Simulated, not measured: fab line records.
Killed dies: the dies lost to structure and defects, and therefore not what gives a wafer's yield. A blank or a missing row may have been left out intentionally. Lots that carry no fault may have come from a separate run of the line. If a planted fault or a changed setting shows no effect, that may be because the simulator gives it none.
Which tool did it? | flow sky130 | 6 lots, 18 wafers sampled, at 2 steps of a route of 708

## WHAT THE GAUGES READ, wafer by wafer
SKY_VT_ADJUST_LVTN_TW_MEAS_10.
lot  | measured     | on            | VT_ADJUST_LVTN_TW
L906 | day 7 11:46  | film-metro-03 | 241.1 242.4 240.8
L910 | day 8 11:14  | film-metro-01 | 245.2 246.4 246.1
L913 | day 9 06:21  | film-metro-01 | 242.4 243.6 243.8
L917 | day 10 17:33 | film-metro-02 | 245.6 245.6 245.0
L924 | day 12 12:11 | film-metro-03 | 244.4 244.1 243.6
L927 | day 13 04:47 | film-metro-02 | 245.7 244.1 246.0

## TOOL THAT RAN EACH LOT (tool first, then ch and the chambers of the sampled wafers, then the start)
lot  | SKY_VT_ADJUST_LVTN_IMPLANT_08
L906 | implanter-01 ch 0, day 7 11:31
L910 | implanter-01 ch 0, day 8 10:59
L913 | implanter-02 ch 0, day 9 06:06
L917 | implanter-02 ch 0, day 10 17:18
L924 | implanter-02 ch 0, day 12 11:56
L927 | implanter-04 ch 0, day 13 04:34
- SKY_VT_ADJUST_LVTN_IMPLANT_08

## THE ANSWER, worked out from the rows above alone
Rule: usual is defined by the lots themselves. Put in order of their means at a reading, lots are off if they are a third of the lots or fewer, leave a main group of 4 or more, and stand apart from it by a gap of 3 or more times the standard deviation of the main group's means; of several such gaps the widest counts. Not used: any main group whose means are identical at the precision the tables above print for the reading. A lot without any number at a reading at which 4 lots or more have one is off too. All remaining lots with rows at the step are treated as sound.
No lot is off at any reading shown: from this, nothing can be told.

## WHAT HAD BEEN PUT IN BY THE SIMULATOR
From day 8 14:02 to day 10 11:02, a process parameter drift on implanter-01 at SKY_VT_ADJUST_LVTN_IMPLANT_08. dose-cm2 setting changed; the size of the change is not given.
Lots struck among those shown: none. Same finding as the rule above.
